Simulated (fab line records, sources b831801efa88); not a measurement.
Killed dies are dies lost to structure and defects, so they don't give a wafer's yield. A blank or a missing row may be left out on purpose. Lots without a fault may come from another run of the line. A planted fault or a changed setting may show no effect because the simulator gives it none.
Chamber matching | flow gf180mcu | GF_CONTACT_CMP_04 on cmp-01: 4 sister chambers
The step polishes SiO2. 7 wafers are shown with their chamber, then 7 later ones without.

WAFERS WITH THEIR CHAMBER
wafer  | chamber | motor_current_A (A) | time_to_endpoint_s (s)
L399.2 | 2       | 12.5                | 109
L401.2 | 0       | 13.3                | 104
L401.4 | 1       | 10.9                | 99
L404.1 | 2       | 13.0                | 112
L404.6 | 3       | 11.2                | 111
L407.3 | 0       | 12.4                | 107
L407.4 | 3       | 11.0                | 107

WAFERS WITHOUT THEIR CHAMBER
wafer  | motor_current_A (A) | time_to_endpoint_s (s)
L407.5 | 11.5                | 108
L408.1 | 11.2                | 105
L408.2 | 11.5                | 111
L408.3 | 12.9                | 113
L413.2 | 11.6                | 104
L413.3 | 11.1                | 117
L413.5 | 12.9                | 125

WHICH CHAMBER EACH WENT THROUGH
wafer  | from the rows above               | in truth
L407.5 | 3                                 | 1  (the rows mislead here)
L408.1 | can't be placed: 3 or 1           | 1
L408.2 | can't be placed: 3 or 2           | 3
L408.3 | 2                                 | 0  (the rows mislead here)
L413.2 | can't be placed: 3 or 1 or 0 or 2 | 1
L413.3 | can't be placed: 3 or 2           | 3
L413.5 | can't be placed: 2 or 3           | 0
Placed correctly: 0 of 7. Can't be placed from these rows: 5 (the true chamber is among the candidates in 4). Placed wrongly: 2.
How it was worked out, from the rows above alone: a wafer's distance from a chamber is the root of the sum, over the readings, of the square of ((its reading less the chamber's mean) divided by the reading's scatter). The wafer belongs to the nearest chamber; if the next one is less than 2 further off, it can't be placed. A chamber's mean is the mean of its shown wafers. The scatter: the root of (the sum of the squares of (reading less its chamber's mean) over the shown wafers, divided by (wafers less chambers)).
